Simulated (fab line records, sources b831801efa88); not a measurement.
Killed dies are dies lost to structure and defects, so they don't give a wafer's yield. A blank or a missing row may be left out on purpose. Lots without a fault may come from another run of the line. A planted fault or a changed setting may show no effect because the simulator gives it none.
fab line records | flow sky130
record lots=10 wafers=30 last_day=50
route steps=708 shown METAL2@499 METAL3@535 CAPM@539 PAD_OPEN@708
lots that met no fault: from a run of the same line without faults
start_h: hours from the record's first day to the start of the lot's first wafer shown | wait_h: hours since the lot's step before | " the same as in the row above | L1.1+2: a row that stands for several wafers | - no value, or no start given | * or withheld: withheld | < > ~ a bound
route shown NAME@n: a module of which the file shows steps, and the number in the route of the first | usual: mean/standard deviation of fault-free wafers | same: alike in all rows | chamber/n: place in a boat | sites: the reading at each site | _std_site: their standard deviation | _edge_site: outer sites' mean less inner sites' | radius_mm: how far each site lies from the wafer's centre | mask NAME#n: copy n | behind: the tool/chamber that last shaped the wafer | hold: why the lot was held/for how many hours/how that ended | device: the transistor (n, p or np) that didn't switch | end of line: the same wafers' tests at the end of the route | a step without rows: its recipe alone | killed: dies lost to structure and defects at the first sort, not the wafer's yield | map: a wafer's dies, x killed, . not, _ none there
set.NAME: the setting as run; set.NAME@STEP: as run at that earlier step | model.NAME: the simulator's own value behind a step, which no gauge read
steps of the route over a sample of lots; a table a step, a row a wafer
services: from which hour (start_h, from the record's first day; less than 0 if before it) a tool's chamber was out of use, for how many hours, and why
## steps
# step SKY_METAL2_OVL_MEAS_16
# usual METAL2_OVL=-2/7.2
# columns lot.wafer tool chamber start_h wait_h METAL2_OVL[nm]
L374.2 overlay-02 - 831.89 0.1 5
L374.3 " - " " -2
L374.5 " - " " 5
L375.1 overlay-02 - 835.64 0.1 9
L375.2 " - " " 6
L375.3 " - " " 12
L377.1 overlay-01 - 840.89 0.1 -7
L377.4 " - " " -6
L377.5 " - " " -13
L382.3 overlay-02 - 878.70 0.1 11
L382.5 " - " " 9
L382.6 " - " " 4
L386.3 overlay-02 - 917.01 0.1 -2
L386.4 " - " " 5
L386.5 " - " " 0
L387.1 overlay-02 - 922.99 0.1 -17
L387.3 " - " " -15
L387.5 " - " " -13
L388.1 overlay-02 - 926.00 0.1 -1
L388.3 " - " " 4
L388.6 " - " " -9
L390.4 overlay-01 - 940.61 0.1 -5
L390.5 " - " " 5
L390.6 " - " " -7
L391.2 overlay-01 - 943.99 0.1 -3
L391.4 " - " " -3
L391.6 " - " " -4
L396.1 overlay-02 - 975.20 0.1 0
L396.3 " - " " 0
L396.5 " - " " 4
# step SKY_METAL2_METAL_ETCH_19
# recipe target_depth_a=3600 stop_on=SiO2 over_etch_frac=0.3 time_s=78 chemistry=Cl2/BCl3 resist_sidewall_deg=88 pressure_mtorr=10 icp_w=900 bias_w=48.5 Cl2_flow_sccm=60 bcl3_flow_sccm=30
# usual bias_w=48.49/0.14 drypump_motor_current_A=5.3/0.45 oes_product_au=0.855/0.0057 throttle_valve_pct=22.265/0.0087
# columns lot.wafer tool chamber start_h wait_h bias_w drypump_motor_current_A oes_product_au rf_hours_counter_h throttle_valve_pct
L374.2 rie_metal-04 1 832.02 0.0 48.48 4.7 0.844 4 22.261
L374.3 " 0 " " 48.58 6.1 0.848 - 22.257
L374.5 " 1 " " 48.58 4.7 0.854 - 22.257
L375.1 rie_metal-01 0 835.77 0.0 48.40 5.6 0.859 17 22.262
L375.2 " 1 " " 48.54 5.1 0.852 5 22.262
L375.3 " 0 " " 48.67 5.6 0.856 - 22.270
L377.1 rie_metal-02 1 841.02 0.0 48.54 5.3 0.848 15 22.272
L377.4 " 0 " " 48.36 5.1 0.862 - 22.262
L377.5 " 1 " " 48.42 5.2 0.843 - 22.269
L382.3 rie_metal-01 1 878.85 0.1 48.57 5.1 0.856 - 22.251
L382.5 " 1 " " 48.57 5.1 0.850 - 22.270
L382.6 " 0 " " 48.47 5.6 0.854 - 22.280
L386.3 rie_metal-04 1 917.16 0.1 48.45 4.7 0.854 - 22.280
L386.4 " 0 " " 48.39 6.1 0.854 - 22.263
L386.5 " 0 " " 48.56 6.1 0.853 - 22.261
L387.1 rie_metal-01 1 923.12 0.0 48.67 5.1 0.856 10 22.266
L387.3 " 0 " " 48.68 5.6 0.854 - 22.259
L387.5 " 1 " " 48.48 5.1 0.855 - 22.250
L388.1 rie_metal-01 0 926.13 0.0 48.55 5.6 0.861 3 22.263
L388.3 " 1 " " 48.40 5.1 0.860 - 22.263
L388.6 " 0 " " 48.57 5.6 0.854 - 22.269
L390.4 rie_metal-04 1 940.75 0.1 48.57 4.7 0.849 - 22.263
L390.5 " 1 " " 48.55 4.7 0.860 - 22.253
L390.6 " 0 " " 48.52 6.2 0.848 - 22.252
L391.2 rie_metal-04 0 944.12 0.0 48.52 6.1 0.860 14 22.280
L391.4 " 0 " " 48.49 6.1 0.861 - 22.260
L391.6 " 0 " " 48.60 6.1 0.852 - 22.266
L396.1 rie_metal-01 0 975.33 0.0 48.31 5.6 0.852 5 22.258
L396.3 " 1 " " 48.73 5.1 0.863 - 22.238
L396.5 " 1 " " 48.81 5.1 0.850 - 22.274
# step SKY_METAL3_SPUTTER_03
# recipe material=Ti target_thk_nm=5 power_w=3000 time_s=3.3 chamber_pressure_pa=0.4
# usual cathode_dc_power_W=3000.0/0.45 throttle_valve_pct=30.1/1.1
# columns lot.wafer tool chamber start_h wait_h cathode_dc_power_W throttle_valve_pct
L374.2 pvd_sputter-03 - 861.48 0.0 3000.6 29.9
L374.3 " - " " 2999.9 30.3
L374.5 " - " " 2999.7 30.6
L375.1 pvd_sputter-02 - 864.91 0.0 2999.8 29.8
L375.2 " - " " 2999.6 30.3
L375.3 " - " " 2999.3 27.0
L377.1 pvd_sputter-01 - 869.98 0.0 2999.3 31.1
L377.4 " - " " 3000.8 32.0
L377.5 " - " " 2999.5 30.9
L382.3 pvd_sputter-03 - 907.34 0.0 3000.7 29.3
L382.5 " - " " 2999.4 29.3
L382.6 " - " " 3000.1 30.0
L386.3 pvd_sputter-03 - 944.79 0.0 2999.7 30.2
L386.4 " - " " 3000.2 29.4
L386.5 " - " " 2999.6 29.5
L387.1 pvd_sputter-03 - 950.31 0.0 3000.1 29.4
L387.3 " - " " 3000.5 29.9
L387.5 " - " " 2999.8 30.1
L388.1 pvd_sputter-03 - 952.94 0.0 2999.9 30.9
L388.3 " - " " 3000.6 29.7
L388.6 " - " " 2999.9 29.0
L390.4 pvd_sputter-03 - 967.64 0.0 3000.0 30.5
L390.5 " - " " 2999.4 30.6
L390.6 " - " " 2999.8 29.9
L391.2 pvd_sputter-02 - 971.22 0.0 2999.5 29.6
L391.4 " - " " 2999.9 29.9
L391.6 " - " " 2999.8 27.0
L396.1 pvd_sputter-03 - 1001.73 0.0 3000.0 29.3
L396.3 " - " " 2999.5 30.5
L396.5 " - " " 2999.8 30.2
# step SKY_CAPM_SPUTTER_02
# recipe material=TiN target_thk_nm=200 temp_c=300 power_w=6500 time_s=166.7 chamber_pressure_pa=0.4
# usual cathode_dc_power_W=6499.9/1 throttle_valve_pct=30.3/1.3
# columns lot.wafer tool chamber start_h wait_h cathode_dc_power_W throttle_valve_pct
L374.2 pvd_sputter-04 - 861.63 0.0 6500.8 29.5
L374.3 " - " " 6498.1 31.6
L374.5 " - " " 6500.8 31.6
L375.1 pvd_sputter-03 - 865.06 0.1 6500.5 29.3
L375.2 " - " " 6499.2 30.3
L375.3 " - " " 6500.1 30.0
L377.1 pvd_sputter-04 - 870.13 0.1 6500.5 31.7
L377.4 " - " " 6499.3 31.6
L377.5 " - " " 6499.3 31.5
L382.3 pvd_sputter-04 - 907.50 0.0 6500.0 31.6
L382.5 " - " " 6500.8 29.6
L382.6 " - " " 6499.0 31.8
L386.3 pvd_sputter-04 - 944.94 0.0 6500.0 31.2
L386.4 " - " " 6500.8 29.5
L386.5 " - " " 6501.1 31.2
L387.1 pvd_sputter-04 - 950.46 0.1 6500.2 31.2
L387.3 " - " " 6502.8 31.7
L387.5 " - " " 9171.8 31.3
L388.1 pvd_sputter-04 - 953.09 0.1 9172.9 31.5
L388.3 " - " " 6498.4 31.7
L388.6 " - " " 6496.9 29.6
L390.4 pvd_sputter-03 - 967.79 0.0 6499.8 30.0
L390.5 " - " " 6499.8 30.4
L390.6 " - " " 6497.7 30.5
L391.2 pvd_sputter-03 - 971.37 0.0 6501.4 29.0
L391.4 " - " " 6500.6 30.6
L391.6 " - " " 6500.9 30.4
L396.1 pvd_sputter-02 - 1001.89 0.1 6501.6 29.6
L396.3 " - " " 6500.5 26.9
L396.5 " - " " 6500.0 26.9
# step SKY_CAPM_RS_MEAS_03
# recipe thk_meas_gauge=four-point-probe reads=TiN_of_CAPM_SPUTTER_02
# usual CAPM_TIN_RS=6.96/0.078
# columns lot.wafer tool chamber start_h wait_h hold CAPM_TIN_RS[ohm/sq]
L374.2 film_metro-02 - 861.76 0.1 - 6.91
L374.3 " - " " - 6.94
L374.5 " - " " - 6.96
L375.1 film_metro-04 - 865.17 0.1 - 6.89
L375.2 " - " " - 6.78
L375.3 " - " " - 6.92
L377.1 film_metro-03 - 870.24 0.1 - 6.93
L377.4 " - " " - 6.91
L377.5 " - " " - 6.85
L382.3 film_metro-03 - 907.65 0.1 - 7.01
L382.5 " - " " - 7.07
L382.6 " - " " - 6.98
L386.3 film_metro-02 - 945.09 0.1 - 6.82
L386.4 " - " " - 6.92
L386.5 " - " " - 6.86
L387.1 film_metro-02 - 950.57 0.1 await_dispo/0.2h/release 6.88
L387.3 " - " " await_dispo/0.2h/release 6.91
L387.5 " - " " await_dispo/0.2h/release 4.86
L387.1 film_metro-02 - 950.86 0.3 - 6.89
L387.3 " - " " - 6.93
L387.5 " - " " - 4.86
L388.1 film_metro-04 - 953.20 0.1 await_dispo/0.2h/release 4.93
L388.3 " - " " await_dispo/0.2h/release 7.09
L388.6 " - " " await_dispo/0.2h/release 7.04
L388.1 film_metro-04 - 953.49 0.3 - 4.93
L388.3 " - " " - 7.08
L388.6 " - " " - 7.04
L390.4 film_metro-03 - 967.96 0.1 - 7.02
L390.5 " - " " - 6.96
L390.6 " - " " - 6.86
L391.2 film_metro-02 - 971.50 0.1 - 6.93
L391.4 " - " " - 6.94
L391.6 " - " " - 6.98
L396.1 film_metro-03 - 1002.00 0.1 - 6.93
L396.3 " - " " - 6.96
L396.5 " - " " - 6.95
# step SKY_CAPM_THK_MEAS_04
# recipe thk_meas_gauge=xrf reads=TiN_of_CAPM_SPUTTER_02
# usual CAPM_TIN_THK=193.1/2.5
# columns lot.wafer tool chamber start_h wait_h hold CAPM_TIN_THK[nm]
L374.2 film_metro-02 - 861.87 0.1 - 195.2
L374.3 " - " " - 193.6
L374.5 " - " " - 194.2
L375.1 film_metro-04 - 865.29 0.1 - 195.9
L375.2 " - " " - 198.8
L375.3 " - " " - 195.4
L377.1 film_metro-03 - 870.36 0.1 - 191.5
L377.4 " - " " - 192.1
L377.5 " - " " - 193.5
L382.3 film_metro-03 - 907.75 0.1 - 190.7
L382.5 " - " " - 190.0
L382.6 " - " " - 192.4
L386.3 film_metro-02 - 945.19 0.1 - 198.5
L386.4 " - " " - 194.7
L386.5 " - " " - 196.9
L387.1 film_metro-02 - 954.59 3.7 await_dispo/0.2h/release 196.7
L387.3 " - " " await_dispo/0.2h/release 195.5
L387.5 " - " " await_dispo/0.2h/release 277.3
L387.1 film_metro-02 - 954.90 0.3 - 196.3
L387.3 " - " " - 195.8
L387.5 " - " " - 276.4
L388.1 film_metro-04 - 957.46 3.9 await_dispo/0.2h/release 270.0
L388.3 " - " " await_dispo/0.2h/release 190.1
L388.6 " - " " await_dispo/0.2h/release 190.1
L388.1 film_metro-04 - 957.68 0.2 - 269.9
L388.3 " - " " - 189.1
L388.6 " - " " - 189.4
L390.4 film_metro-03 - 968.05 0.1 - 190.7
L390.5 " - " " - 192.2
L390.6 " - " " - 194.7
L391.2 film_metro-02 - 971.61 0.1 - 194.8
L391.4 " - " " - 194.8
L391.6 " - " " - 193.8
L396.1 film_metro-03 - 1002.12 0.1 - 191.1
L396.3 " - " " - 191.7
L396.5 " - " " - 191.6
# step SKY_CAPM_METAL_ETCH_13
# recipe target_depth_nm=220 stop_on=SiO2 chemistry=Cl2/BCl3 target=TiN pressure_mtorr=10 icp_w=900 bias_w=48.5 Cl2_flow_sccm=60 bcl3_flow_sccm=30 time_s=62.9
# usual bias_w=48.49/0.16 drypump_motor_current_A=5.5/0.66 oes_product_au=0.938/0.0073 throttle_valve_pct=21.905/0.0097
# columns lot.wafer tool chamber start_h wait_h bias_w drypump_motor_current_A oes_product_au rf_hours_counter_h throttle_valve_pct
L374.2 rie_metal-04 1 887.60 0.0 48.79 4.7 0.939 6 21.904
L374.3 " 0 " " 48.47 6.1 0.936 - 21.896
L374.5 " 1 " " 48.51 4.7 0.927 - 21.900
L375.1 rie_metal-04 0 891.05 0.0 48.59 6.1 0.944 12 21.916
L375.2 " 1 " " 48.74 4.7 0.954 6 21.881
L375.3 " 1 " " 48.35 4.7 0.943 - 21.892
L377.1 rie_metal-03 0 895.10 0.0 48.50 5.1 0.928 6 21.918
L377.4 " 1 " " 48.49 6.6 0.939 - 21.917
L377.5 " 1 " " 48.25 6.7 0.953 - 21.913
L382.3 rie_metal-03 0 932.98 0.0 48.30 5.0 0.933 - 21.899
L382.5 " 0 " " 48.32 5.0 0.935 - 21.909
L382.6 " 1 " " 48.50 6.6 0.937 - 21.909
L386.3 rie_metal-01 0 969.37 0.0 48.39 5.6 0.948 - 21.904
L386.4 " 1 " " 48.50 5.1 0.940 - 21.896
L386.5 " 1 " " 48.40 5.1 0.943 - 21.920
L387.1 rie_metal-03 0 974.05 0.0 48.51 5.0 0.948 10 21.897
L387.3 " 1 " " 48.64 6.7 0.936 - 21.891
L387.5 " 1 " " 48.46 6.6 0.996 - 21.863
L388.1 rie_metal-03 1 976.70 0.0 48.52 6.6 0.993 13 21.864
L388.3 " 1 " " 48.28 6.7 0.932 - 21.914
L388.6 " 0 " " 48.62 5.0 0.936 - 21.908
L390.4 rie_metal-01 0 991.53 0.0 48.58 5.6 0.928 - 21.910
L390.5 " 0 " " 48.62 5.6 0.932 - 21.911
L390.6 " 1 " " 48.17 5.1 0.950 - 21.896
L391.2 rie_metal-03 0 995.40 0.0 48.52 5.1 0.934 11 21.897
L391.4 " 0 " " 48.58 5.1 0.935 - 21.903
L391.6 " 1 " " 48.31 6.6 0.939 - 21.901
L396.1 rie_metal-04 1 1024.60 0.0 48.53 4.7 0.940 13 21.891
L396.3 " 1 " " 48.55 4.7 0.939 - 21.918
L396.5 " 1 " " 48.47 4.7 0.930 - 21.907
# step SKY_PAD_OPEN_PROBE_99
# usual defect_limited_yield=82.3/2 killed_at_M0_to_M3=43/7.1 killed_at_M4_up=3/1.7 killed_at_contacts=25/5.6 killed_at_front_end=16/4.1 killed_at_other=0.2/0.49 killed_dies=87/9.8 killed_open=47/7.6 killed_short=40/6.1
# same gross_dies=492 killed_at_back_side=0
# columns lot.wafer tool chamber start_h wait_h defect_limited_yield[%] killed_at_M0_to_M3 killed_at_M4_up killed_at_contacts killed_at_front_end killed_at_other killed_dies killed_open killed_short
L374.2 prober-01 - 1085.47 0.1 83.9 43 5 17 14 0 79 46 33
L374.3 prober-01 - 1085.52 0.2 83.1 40 3 27 11 2 83 50 33
L374.5 prober-01 - 1085.62 0.2 79.1 56 7 29 11 0 103 53 50
L375.1 prober-02 - 1087.37 0.1 83.3 34 5 30 13 0 82 47 35
L375.2 prober-02 - 1087.42 0.1 86.4 32 1 18 15 1 67 34 33
L375.3 prober-02 - 1087.47 0.2 82.9 46 3 23 12 0 84 50 34
L377.1 prober-02 - 1091.47 0.1 85.2 38 1 23 11 0 73 41 32
L377.4 prober-02 - 1091.62 0.2 82.9 30 2 36 14 2 84 48 36
L377.5 prober-02 - 1091.67 0.2 83.3 47 3 22 10 0 82 37 45
L382.3 prober-01 - 1121.24 0.2 80.9 41 4 22 26 1 94 44 50
L382.5 prober-01 - 1121.34 0.2 82.3 43 0 21 23 0 87 55 32
L382.6 prober-01 - 1121.39 0.2 82.9 37 3 31 13 0 84 48 36
L386.3 prober-01 - 1148.67 0.2 79.5 41 5 36 19 0 101 52 49
L386.4 prober-01 - 1148.72 0.2 81.9 37 4 31 17 0 89 42 47
L386.5 prober-01 - 1148.77 0.2 79.5 58 2 27 14 0 101 55 46
L387.1 prober-01 - 1156.79 0.1 80.5 51 3 29 13 0 96 52 44
L387.3 prober-01 - 1156.89 0.2 82.3 40 2 26 19 0 87 46 41
L387.5 prober-01 - 1156.99 0.2 80.5 40 2 32 22 0 96 54 42
L388.1 prober-02 - 1157.44 0.1 80.1 45 5 32 16 0 98 62 36
L388.3 prober-02 - 1157.54 0.2 82.3 43 2 26 16 0 87 53 34
L388.6 prober-02 - 1157.69 0.2 76.0 58 7 36 16 1 118 68 50
L390.4 prober-02 - 1167.69 0.2 85.6 35 1 22 13 0 71 35 36
L390.5 prober-02 - 1167.74 0.2 85.4 27 5 21 19 0 72 37 35
L390.6 prober-02 - 1167.79 0.2 82.3 46 2 24 15 0 87 50 37
L391.2 prober-01 - 1169.62 0.1 84.1 38 2 20 18 0 78 33 45
L391.4 prober-01 - 1169.72 0.2 77.6 55 1 30 24 0 110 67 43
L391.6 prober-01 - 1169.82 0.2 78.5 55 4 35 12 0 106 57 49
L396.1 prober-02 - 1191.99 0.1 82.7 41 3 25 16 0 85 55 30
L396.3 prober-02 - 1192.09 0.2 83.7 41 1 20 18 0 80 44 36
L396.5 prober-02 - 1192.19 0.2 82.7 40 1 29 15 0 85 49 36
# killed by level:class
L374.2 VIA1:geometric_particle:open=14 METAL2:geometric_particle:short=8 CONTACT:geometric_particle:open=7 POLY_GATE:geometric_particle:open=6 POLY_GATE:geometric_particle:short=5 VIA2:geometric_particle:open=5 LI_CONTACT:geometric_particle:open=4 VIA3:geometric_particle:open=4
L374.3 VIA3:geometric_particle:open=11 LI_CONTACT:geometric_particle:open=8 CONTACT:geometric_particle:open=8 VIA2:geometric_particle:open=7 VIA1:geometric_particle:open=6 VIA3:geometric_particle:short=5 FIELD_ISO:geometric_particle:short=4 LI_CONTACT:geometric_particle:short=4
L374.5 VIA1:geometric_particle:open=18 CONTACT:geometric_particle:open=12 VIA3:geometric_particle:short=8 METAL1:geometric_particle:short=6 LI_CONTACT:geometric_particle:open=6 CONTACT:geometric_particle:short=6 METAL4:geometric_particle:short=6 VIA2:geometric_particle:open=5
L375.1 CONTACT:geometric_particle:open=12 LI_CONTACT:geometric_particle:open=8 METAL2:geometric_particle:short=6 VIA1:geometric_particle:open=5 CONTACT:geometric_particle:short=4 METAL1:geometric_particle:short=4 VIA2:geometric_particle:open=4 VIA3:geometric_particle:open=4
L375.2 CONTACT:geometric_particle:open=8 VIA1:geometric_particle:open=8 LOCAL_INTERCONNECT:geometric_particle:short=5 VIA1:geometric_particle:short=5 FIELD_ISO:geometric_particle:short=4 FIELD_ISO:geometric_particle:open=4 POLY_GATE:geometric_particle:open=4 METAL3:geometric_particle:short=4
L375.3 LI_CONTACT:geometric_particle:open=9 VIA2:geometric_particle:open=9 VIA1:geometric_particle:open=8 CONTACT:geometric_particle:open=7 FIELD_ISO:geometric_particle:open=6 VIA2:geometric_particle:short=6 VIA1:geometric_particle:short=5 VIA3:geometric_particle:open=5
L377.1 LI_CONTACT:geometric_particle:open=8 VIA3:geometric_particle:open=8 CONTACT:geometric_particle:open=6 CONTACT:geometric_particle:short=5 VIA1:geometric_particle:short=5 VIA1:geometric_particle:open=5 VIA2:geometric_particle:open=4 FIELD_ISO:geometric_particle:short=3
L377.4 CONTACT:geometric_particle:open=13 VIA3:geometric_particle:open=10 LI_CONTACT:geometric_particle:open=8 CONTACT:geometric_particle:short=6 VIA1:geometric_particle:open=6 LOCAL_INTERCONNECT:geometric_particle:short=5 FIELD_ISO:geometric_particle:short=3 FIELD_ISO:geometric_particle:open=3
L377.5 VIA1:geometric_particle:open=11 CONTACT:geometric_particle:open=7 METAL3:geometric_particle:short=7 VIA3:geometric_particle:open=6 LI_CONTACT:geometric_particle:open=5 VIA1:geometric_particle:short=5 VIA2:geometric_particle:open=5 FIELD_ISO:geometric_particle:short=4
L382.3 CONTACT:geometric_particle:open=7 VIA2:geometric_particle:open=7 POLY_GATE:geometric_particle:open=6 LI_CONTACT:geometric_particle:open=6 METAL1:geometric_particle:short=6 VIA3:geometric_particle:open=6 SPACER:geometric_particle:short=5 LOCAL_INTERCONNECT:geometric_particle:short=5
L382.5 VIA3:geometric_particle:open=9 CONTACT:geometric_particle:open=9 VIA1:geometric_particle:open=9 VIA2:geometric_particle:open=8 FIELD_ISO:geometric_particle:open=7 POLY_GATE:geometric_particle:short=7 METAL1:geometric_particle:short=6 LI_CONTACT:geometric_particle:open=5
L382.6 CONTACT:geometric_particle:open=12 LI_CONTACT:geometric_particle:open=9 VIA2:geometric_particle:open=8 LOCAL_INTERCONNECT:geometric_particle:short=7 METAL2:geometric_particle:short=6 VIA2:geometric_particle:short=5 VIA1:geometric_particle:short=5 VIA1:geometric_particle:open=4
L386.3 CONTACT:geometric_particle:open=17 LI_CONTACT:geometric_particle:open=9 METAL2:geometric_particle:short=8 VIA1:geometric_particle:open=7 FIELD_ISO:geometric_particle:short=6 VIA2:geometric_particle:open=6 VIA1:geometric_particle:short=5 POLY_GATE:geometric_particle:short=4
L386.4 LI_CONTACT:geometric_particle:open=10 VIA1:geometric_particle:open=9 METAL2:geometric_particle:short=9 FIELD_ISO:geometric_particle:short=7 CONTACT:geometric_particle:open=7 VIA2:geometric_particle:open=7 LI_CONTACT:geometric_particle:short=6 LOCAL_INTERCONNECT:geometric_particle:short=6
L386.5 VIA1:geometric_particle:open=18 METAL1:geometric_particle:short=12 LI_CONTACT:geometric_particle:open=10 CONTACT:geometric_particle:open=7 FIELD_ISO:geometric_particle:short=6 VIA2:geometric_particle:open=6 LOCAL_INTERCONNECT:geometric_particle:short=4 METAL2:geometric_particle:short=4
L387.1 VIA1:geometric_particle:open=17 LI_CONTACT:geometric_particle:open=10 CONTACT:geometric_particle:short=7 VIA2:geometric_particle:open=7 FIELD_ISO:geometric_particle:open=6 CONTACT:geometric_particle:open=6 VIA1:geometric_particle:short=6 METAL2:geometric_particle:short=5
L387.3 VIA1:geometric_particle:open=13 CONTACT:geometric_particle:open=10 POLY_GATE:geometric_particle:open=5 LI_CONTACT:geometric_particle:open=5 LOCAL_INTERCONNECT:geometric_particle:short=5 METAL1:geometric_particle:short=5 VIA3:geometric_particle:open=5 FIELD_ISO:geometric_particle:short=4
L387.5 CONTACT:geometric_particle:open=13 VIA1:geometric_particle:open=12 FIELD_ISO:geometric_particle:short=9 LI_CONTACT:geometric_particle:open=7 VIA3:geometric_particle:open=7 POLY_GATE:geometric_particle:short=6 METAL1:geometric_particle:short=4 LOCAL_INTERCONNECT:geometric_particle:open=4
L388.1 CONTACT:geometric_particle:open=18 VIA1:geometric_particle:open=10 VIA3:geometric_particle:open=8 FIELD_ISO:geometric_particle:open=6 LI_CONTACT:geometric_particle:open=6 POLY_GATE:geometric_particle:open=5 METAL2:geometric_particle:short=5 METAL4:geometric_particle:short=5
L388.3 VIA1:geometric_particle:open=10 CONTACT:geometric_particle:open=9 VIA3:geometric_particle:open=8 LI_CONTACT:geometric_particle:open=6 VIA2:geometric_particle:open=6 POLY_GATE:geometric_particle:open=4 LOCAL_INTERCONNECT:geometric_particle:short=4 CONTACT:geometric_particle:short=4
L388.6 VIA1:geometric_particle:open=14 CONTACT:geometric_particle:open=13 VIA2:geometric_particle:open=12 CONTACT:geometric_particle:short=11 LI_CONTACT:geometric_particle:open=6 METAL3:geometric_particle:short=6 FIELD_ISO:geometric_particle:short=5 METAL2:geometric_particle:short=5
L390.4 LI_CONTACT:geometric_particle:open=7 VIA2:geometric_particle:open=6 VIA1:geometric_particle:open=6 FIELD_ISO:geometric_particle:open=5 LOCAL_INTERCONNECT:geometric_particle:short=5 CONTACT:geometric_particle:short=5 VIA3:geometric_particle:open=5 FIELD_ISO:geometric_particle:short=4
L390.5 CONTACT:geometric_particle:open=8 VIA3:geometric_particle:open=5 FIELD_ISO:geometric_particle:short=4 FIELD_ISO:geometric_particle:open=4 POLY_GATE:geometric_particle:open=4 LI_CONTACT:geometric_particle:open=4 LOCAL_INTERCONNECT:geometric_particle:short=4 METAL1:geometric_particle:short=4
L390.6 LI_CONTACT:geometric_particle:open=9 CONTACT:geometric_particle:open=9 VIA1:geometric_particle:open=8 VIA2:geometric_particle:open=7 VIA3:geometric_particle:open=7 METAL1:geometric_particle:short=6 FIELD_ISO:geometric_particle:short=5 METAL2:geometric_particle:short=5
L391.2 LI_CONTACT:geometric_particle:open=8 FIELD_ISO:geometric_particle:short=7 VIA1:geometric_particle:short=7 CONTACT:geometric_particle:short=6 VIA3:geometric_particle:open=6 FIELD_ISO:geometric_particle:open=5 VIA1:geometric_particle:open=4 VIA2:geometric_particle:short=4
L391.4 VIA1:geometric_particle:open=17 CONTACT:geometric_particle:open=10 VIA3:geometric_particle:open=9 LI_CONTACT:geometric_particle:open=8 FIELD_ISO:geometric_particle:short=7 VIA2:geometric_particle:open=6 METAL2:geometric_particle:short=6 METAL3:geometric_particle:short=6
L391.6 VIA1:geometric_particle:open=12 VIA1:geometric_particle:short=12 CONTACT:geometric_particle:open=11 METAL2:geometric_particle:short=7 CONTACT:geometric_particle:short=6 LI_CONTACT:geometric_particle:open=6 LOCAL_INTERCONNECT:geometric_particle:short=6 VIA3:geometric_particle:open=6
L396.1 CONTACT:geometric_particle:open=15 VIA1:geometric_particle:short=8 VIA1:geometric_particle:open=8 FIELD_ISO:geometric_particle:open=5 LI_CONTACT:geometric_particle:open=5 POLY_GATE:geometric_particle:open=4 VIA2:geometric_particle:short=4 METAL3:geometric_particle:open=4
L396.3 LI_CONTACT:geometric_particle:open=8 VIA1:geometric_particle:open=8 METAL2:geometric_particle:short=7 VIA3:geometric_particle:open=6 VIA2:geometric_particle:open=5 FIELD_ISO:geometric_particle:open=4 METAL1:geometric_particle:short=4 FIELD_ISO:geometric_particle:short=3
L396.5 VIA1:geometric_particle:open=12 CONTACT:geometric_particle:open=10 LI_CONTACT:geometric_particle:open=9 VIA2:geometric_particle:open=7 CONTACT:geometric_particle:short=5 VIA3:geometric_particle:short=4 POLY_GATE:geometric_particle:short=4 LOCAL_INTERCONNECT:geometric_particle:short=4
## services
# columns tool chamber start_h hours kind
pvd_sputter-02 - 812.56 2.7 repair
pvd_sputter-01 - 835.41 3.3 repair
rie_metal-01 0 853.65 - clean
rie_metal-01 0 853.65 17.3 scheduled_down
rie_metal-01 0 853.65 17.3 vent_cycle
pvd_sputter-04 - 886.14 12.2 repair
pvd_sputter-02 0 886.19 - consumable_replace:kit
pvd_sputter-02 0 886.19 18.0 scheduled_down
pvd_sputter-02 0 886.19 18.0 vent_cycle
pvd_sputter-03 - 894.75 8.1 repair
pvd_sputter-04 - 902.64 3.2 repair
rie_metal-02 - 903.07 0.6 repair
pvd_sputter-01 - 908.89 2.0 repair
rie_metal-03 1 949.30 9.8 repair
pvd_sputter-04 0 958.13 - consumable_replace:kit
pvd_sputter-04 0 958.13 18.0 scheduled_down
pvd_sputter-04 0 958.13 18.0 vent_cycle
pvd_sputter-02 - 964.05 6.7 repair
pvd_sputter-03 1 973.35 - consumable_replace:kit
pvd_sputter-03 1 973.35 18.0 scheduled_down
pvd_sputter-03 1 973.35 18.0 vent_cycle
rie_metal-02 1 976.48 4.3 repair
pvd_sputter-02 - 985.63 2.1 repair
rie_metal-04 - 986.44 0.7 repair
## key
first_sign step=SKY_CAPM_SPUTTER_02 reading=cathode_dc_power_W direction=up sigmas=99+ usual=6499.9 struck=9172.3
effect step=SKY_CAPM_RS_MEAS_03 reading=visit direction=added
effect step=SKY_CAPM_RS_MEAS_03 reading=CAPM_TIN_RS direction=down sigmas=27 usual=6.96 struck=4.89
effect step=SKY_CAPM_THK_MEAS_04 reading=visit direction=added
effect step=SKY_CAPM_THK_MEAS_04 reading=CAPM_TIN_THK direction=up sigmas=32 usual=193.1 struck=273.6
effect step=SKY_CAPM_METAL_ETCH_13 reading=oes_product_au direction=up sigmas=7.8 usual=0.938 struck=0.995
met_at SKY_CAPM_SPUTTER_02
struck_lots L387,L388
struck_wafers L387.5,L388.1
not_acting_at SKY_METAL2_OVL_MEAS_16,SKY_METAL2_METAL_ETCH_19,SKY_METAL3_SPUTTER_03
onset_between 944.94 950.46
fault kind=process_parameter_drift tool=pvd_sputter-04 chamber=- onset_h=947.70 steps=SKY_CAPM_SPUTTER_02 channel=power_w offset=* shape=step end_h=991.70 acts_in=* stated=* scope=struck_wafers_only
